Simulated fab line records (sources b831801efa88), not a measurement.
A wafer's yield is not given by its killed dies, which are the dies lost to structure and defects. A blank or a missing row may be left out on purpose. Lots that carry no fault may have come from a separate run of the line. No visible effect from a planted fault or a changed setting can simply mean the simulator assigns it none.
Matching of chambers || flow sfq_line || SFQ_TRILAYER_I2_VIA_BARC_OPEN_VIA_ETCH_096 on rie_diel-01: 4 sister chambers
The step etches BARC in O2, target depth 125 nm, time 41.7 s. 4 wafers are shown with their chamber, then 6 later ones without.

## WAFERS PAIRED WITH THEIR CHAMBERS
{"wafer": "L917.3", "chamber": 2, "run_length_s (s)": 70.2}
{"wafer": "L918.5", "chamber": 1, "run_length_s (s)": 69.6}
{"wafer": "L926.1", "chamber": 0, "run_length_s (s)": 70.8}
{"wafer": "L926.6", "chamber": 3, "run_length_s (s)": 69.5}

## WAFERS WITH NO CHAMBER GIVEN
{"wafer": "L929.1", "run_length_s (s)": 69.6}
{"wafer": "L929.2", "run_length_s (s)": 70.3}
{"wafer": "L929.5", "run_length_s (s)": 70.0}
{"wafer": "L936.3", "run_length_s (s)": 69.8}
{"wafer": "L936.4", "run_length_s (s)": 70.3}
{"wafer": "L936.5", "run_length_s (s)": 70.0}

## CHAMBER TAKEN BY EACH
{"wafer": "L929.1", "from the rows above": "can't be placed: 1 or 3", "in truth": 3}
{"wafer": "L929.2", "from the rows above": 2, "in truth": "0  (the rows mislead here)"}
{"wafer": "L929.5", "from the rows above": "can't be placed: 2 or 1 or 3", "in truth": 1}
{"wafer": "L936.3", "from the rows above": "can't be placed: 1 or 3 or 2", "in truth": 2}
{"wafer": "L936.4", "from the rows above": 2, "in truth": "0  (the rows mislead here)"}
{"wafer": "L936.5", "from the rows above": "can't be placed: 2 or 1 or 3", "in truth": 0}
Placed correctly: 0 of 6. From these rows, 4 cannot be placed; in 3 the true chamber is one of the candidates. Number placed wrongly: 2.
How it was worked out, from the rows above alone: a wafer's distance from a chamber is the root of the sum, over the readings, of the square of ((its reading less the chamber's mean) divided by the reading's scatter). The wafer belongs to the nearest chamber; if the next one is less than 2 further off, it can't be placed. A chamber's mean is the mean of its shown wafers. The scatter (one wafer shown for each chamber): square how far every hidden wafer sits from the nearest shown wafer, average those squares and take the square root.
